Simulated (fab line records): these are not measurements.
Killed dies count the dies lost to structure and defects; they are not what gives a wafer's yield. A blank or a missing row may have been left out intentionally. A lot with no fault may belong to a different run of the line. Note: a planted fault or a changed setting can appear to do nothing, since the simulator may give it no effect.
Which of the tools did it?    flow sky130    at 1 step of a route of 708, 6 lots with 18 wafers sampled

WHAT THE GAUGES SHOWED, per wafer
SKY_VIA3_RS_MEAS_22: uses a four-point probe to measure.
lot   measured      on             VIA3_W_RS (ohm/sq)
L930  day 40 07:34  film metro-04  0.294 0.295 0.289
L933  day 41 07:23  film metro-03  0.300 0.292 0.294
L935  day 41 20:34  film metro-03  0.293 0.288 0.290
L937  day 42 09:58  film metro-03  0.294 0.296 0.300
L942  day 44 00:20  film metro-04  0.292 0.289 0.290
L950  day 45 16:37  film metro-02  0.287 0.295 0.297

EACH LOT AND THE TOOL THAT RAN IT (in order: tool; ch and the chambers of the sampled wafers; start)
The record holds no process step before these readings.

THE ANSWER, worked out from the rows above alone
Rule: the usual values come from the lots themselves. The widest of any qualifying gaps counts: lots, ordered by their means at a reading, are off when they make up no more than a third of the lots, leave a main group of 4 or more, and stand apart from it by 3 or more times the standard deviation of that group's means. A main group whose means are all the same, to the digits that the tables above print for the reading, isn't used. Also off: a lot with no number at a reading for which 4 or more lots have one. Any other lot the step has rows for is counted as sound.
No lot is off at any reading shown: from this, nothing can be told.

WHAT THE SIMULATOR HAD PUT IN
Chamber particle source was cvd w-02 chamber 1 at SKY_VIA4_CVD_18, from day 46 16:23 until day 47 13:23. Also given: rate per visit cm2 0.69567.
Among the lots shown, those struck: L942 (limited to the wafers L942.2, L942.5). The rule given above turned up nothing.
